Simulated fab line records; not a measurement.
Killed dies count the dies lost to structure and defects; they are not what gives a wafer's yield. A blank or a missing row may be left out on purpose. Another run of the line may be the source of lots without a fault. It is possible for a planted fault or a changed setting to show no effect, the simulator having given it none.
Split-lot trial / flow gf180mcu / 5 lots, 23 wafers read, on a route of 602 steps

SPLIT DETAILS
At GF_M4_PEB_12 (peb time 90 s), the setting peb temp c was moved away from the recipe's 135 C on 11 of the 23 wafers read, by -2.9% to +3.0%. This setting was run at the recipe's value on the other wafers.

FROM THE SPLIT ON TO THE READING: in between, the file shows 1 step
- GF_M4_DEVELOP_13: develop time 60 s

THE READING
At GF_M4_CD_MEAS_14: cd nm in nanometres, against a target cd of 280 nm. A value of 280.3 nm with a standard deviation of 1 nm is what fault-free wafers of this fab line usually give.

wafer=L074.1; tool, chamber at the split=litho track-02, 0; peb temp c as run, C=131.1; against the recipe=-2.9%; cd nm, nm=293.4; against lot-mates on the recipe=+12.9
wafer=L074.2; tool, chamber at the split=litho track-02, 0; peb temp c as run, C=135; against the recipe=recipe; cd nm, nm=280.7; against lot-mates on the recipe=-
wafer=L074.3; tool, chamber at the split=litho track-02, 0; peb temp c as run, C=135; against the recipe=recipe; cd nm, nm=280.9; against lot-mates on the recipe=-
wafer=L074.4; tool, chamber at the split=litho track-02, 0; peb temp c as run, C=131.1; against the recipe=-2.9%; cd nm, nm=293.0; against lot-mates on the recipe=+12.5
wafer=L074.5; tool, chamber at the split=litho track-02, 0; peb temp c as run, C=135; against the recipe=recipe; cd nm, nm=279.9; against lot-mates on the recipe=-
wafer=L076.1; tool, chamber at the split=litho track-02, 0; peb temp c as run, C=135; against the recipe=recipe; cd nm, nm=280.9; against lot-mates on the recipe=-
wafer=L076.3; tool, chamber at the split=litho track-02, 0; peb temp c as run, C=135; against the recipe=recipe; cd nm, nm=280.8; against lot-mates on the recipe=-
wafer=L076.4; tool, chamber at the split=litho track-02, 0; peb temp c as run, C=139; against the recipe=+3.0%; cd nm, nm=272.1; against lot-mates on the recipe=-8.8
wafer=L076.5; tool, chamber at the split=litho track-02, 0; peb temp c as run, C=139; against the recipe=+3.0%; cd nm, nm=271.2; against lot-mates on the recipe=-9.7
wafer=L076.6; tool, chamber at the split=litho track-02, 0; peb temp c as run, C=139; against the recipe=+3.0%; cd nm, nm=271.9; against lot-mates on the recipe=-9.0
wafer=L079.1; tool, chamber at the split=litho track-04, 0; peb temp c as run, C=135; against the recipe=recipe; cd nm, nm=281.3; against lot-mates on the recipe=-
wafer=L079.4; tool, chamber at the split=litho track-04, 0; peb temp c as run, C=135; against the recipe=recipe; cd nm, nm=279.4; against lot-mates on the recipe=-
wafer=L079.5; tool, chamber at the split=litho track-04, 0; peb temp c as run, C=135; against the recipe=recipe; cd nm, nm=281.2; against lot-mates on the recipe=-
wafer=L080.1; tool, chamber at the split=litho track-03, 0; peb temp c as run, C=135; against the recipe=recipe; cd nm, nm=280.1; against lot-mates on the recipe=-
wafer=L080.2; tool, chamber at the split=litho track-03, 0; peb temp c as run, C=133; against the recipe=-1.5%; cd nm, nm=284.4; against lot-mates on the recipe=+5.2
wafer=L080.3; tool, chamber at the split=litho track-03, 0; peb temp c as run, C=135; against the recipe=recipe; cd nm, nm=278.2; against lot-mates on the recipe=-
wafer=L080.5; tool, chamber at the split=litho track-03, 0; peb temp c as run, C=133; against the recipe=-1.5%; cd nm, nm=284.9; against lot-mates on the recipe=+5.8
wafer=L080.6; tool, chamber at the split=litho track-03, 0; peb temp c as run, C=133; against the recipe=-1.5%; cd nm, nm=284.8; against lot-mates on the recipe=+5.7
wafer=L083.2; tool, chamber at the split=litho track-04, 0; peb temp c as run, C=135; against the recipe=recipe; cd nm, nm=281.5; against lot-mates on the recipe=-
wafer=L083.3; tool, chamber at the split=litho track-04, 0; peb temp c as run, C=138.1; against the recipe=+2.3%; cd nm, nm=274.3; against lot-mates on the recipe=-6.6
wafer=L083.4; tool, chamber at the split=litho track-04, 0; peb temp c as run, C=135; against the recipe=recipe; cd nm, nm=280.3; against lot-mates on the recipe=-
wafer=L083.5; tool, chamber at the split=litho track-04, 0; peb temp c as run, C=138.1; against the recipe=+2.3%; cd nm, nm=273.6; against lot-mates on the recipe=-7.3
wafer=L083.6; tool, chamber at the split=litho track-04, 0; peb temp c as run, C=138.1; against the recipe=+2.3%; cd nm, nm=274.1; against lot-mates on the recipe=-6.8

FIT RESULTS
A straight line over all 23 wafers: cd nm changes by -3.32 nm for each +1% of peb temp c; r = -0.98; the points scatter about the line by 1.3 nm.
The same after taking each lot's own level away (the mean of its wafers on the recipe; 23 wafers): -3.51 nm for each +1%; r = -0.99; scatter 1 nm.
That fit puts the effect of the largest move of peb temp c on the reading at 10 nm.
Across the lots, their own levels run from 279.15 to 280.90 nm, a range of 1.8 times the standard deviation given above.
Hence the lot-to-lot level has little effect on the slope; both slopes agree.
Check: -10 nm against its lot-mates is what the line predicts for one of the wafers moved furthest among these (+3.0%) when that wafer is left out of the fit. It came out at -8.75 nm against them.

THE WHOLE CHAIN: every reading that the file lists as answering this split, in the file's order
step=GF_M4_CD_MEAS_14; what it does=target cd 280 nm; reading=cd nm; change (the file's fit)=-3.57 nm for each +1% of the setting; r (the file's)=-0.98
step=GF_M4_METAL_ETCH_16; what it does=etches the open film in Cl2/BCl3, stops on SiO2, target depth 627.5 nm, time 104.6 s; reading=M4.cd nm (the simulator's own value, which no gauge read); change (the file's fit)=-3.48 nm for each +1% of the setting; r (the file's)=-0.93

THE FILE'S OWN FIT
cd nm changes by -3.57 nm for each +1% of peb temp c, r = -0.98.
